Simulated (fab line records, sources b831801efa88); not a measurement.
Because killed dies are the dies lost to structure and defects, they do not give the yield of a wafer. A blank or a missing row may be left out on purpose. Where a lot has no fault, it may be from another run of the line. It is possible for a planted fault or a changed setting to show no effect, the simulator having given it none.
Which of the tools did it? || flow sky130 || 6 lots, 18 wafers sampled, at 2 steps of a route of 708

## WHAT THE GAUGES SHOWED, per wafer
SKY_SONOS_ONO_THK_MEAS_01.
{"lot": "L632", "measured": "day 12 05:07", "on": "film metro-01", "SONOS_ONO_OXIDATION_THK (nm)": "2.54 2.55 2.57"}
{"lot": "L637", "measured": "day 13 22:35", "on": "film metro-04", "SONOS_ONO_OXIDATION_THK (nm)": "2.21 2.21 2.21 2.17 2.21 2.17"}
{"lot": "L639", "measured": "day 13 23:58", "on": "film metro-03", "SONOS_ONO_OXIDATION_THK (nm)": "2.28 2.27 2.19 2.22 2.25 2.21"}
{"lot": "L647", "measured": "day 16 15:58", "on": "film metro-03", "SONOS_ONO_OXIDATION_THK (nm)": "2.64 2.60 2.56"}
{"lot": "L651", "measured": "day 17 19:51", "on": "film metro-01", "SONOS_ONO_OXIDATION_THK (nm)": "2.57 2.58 2.58"}
{"lot": "L653", "measured": "day 18 12:04", "on": "film metro-01", "SONOS_ONO_OXIDATION_THK (nm)": "2.68 2.64 2.73"}

## WHAT TOOL EACH LOT RAN ON (gives the tool, then ch and the chambers of the sampled wafers, and finally the start)
{"lot": "L632", "SKY_SONOS_ONO_OXIDATION_00": "furnace-02 ch 0, day 12 03:44"}
{"lot": "L637", "SKY_SONOS_ONO_OXIDATION_00": "furnace-01 ch 0, day 13 21:14"}
{"lot": "L639", "SKY_SONOS_ONO_OXIDATION_00": "furnace-01 ch 0, day 13 22:35"}
{"lot": "L647", "SKY_SONOS_ONO_OXIDATION_00": "furnace-02 ch 0, day 16 14:37"}
{"lot": "L651", "SKY_SONOS_ONO_OXIDATION_00": "furnace-01 ch 0, day 17 18:30"}
{"lot": "L653", "SKY_SONOS_ONO_OXIDATION_00": "furnace-02 ch 0, day 18 10:43"}
- SKY_SONOS_ONO_OXIDATION_00: stabilise 600 s, purge 300 s, target thk 2.6 nm.

## THE ANSWER, worked out from the rows above alone
Rule: the lots themselves supply what counts as usual. The widest of any qualifying gaps counts: lots, ordered by their means at a reading, are off when they make up no more than a third of the lots, leave a main group of 4 or more, and stand apart from it by 3 or more times the standard deviation of that group's means. If all means in a main group match to the digits the tables above print for the reading, that group is not used. A lot without any number at a reading at which 4 lots or more have one is off too. Any other lot the step has rows for is counted as sound.
Off: at SKY_SONOS_ONO_THK_MEAS_01 (SONOS_ONO_OXIDATION_THK), L637, L639. The main group has a mean of 2.60 nm with a standard deviation of 0.049.
If a tool, at a process step before that reading, ran all the lots that are off and no sound lot after the first of them, it fits. Those tools and the gauges at SKY_SONOS_ONO_THK_MEAS_01 are tried in the same way. Not one of the candidates tried fits.

## WHAT THE SIMULATOR PUT IN
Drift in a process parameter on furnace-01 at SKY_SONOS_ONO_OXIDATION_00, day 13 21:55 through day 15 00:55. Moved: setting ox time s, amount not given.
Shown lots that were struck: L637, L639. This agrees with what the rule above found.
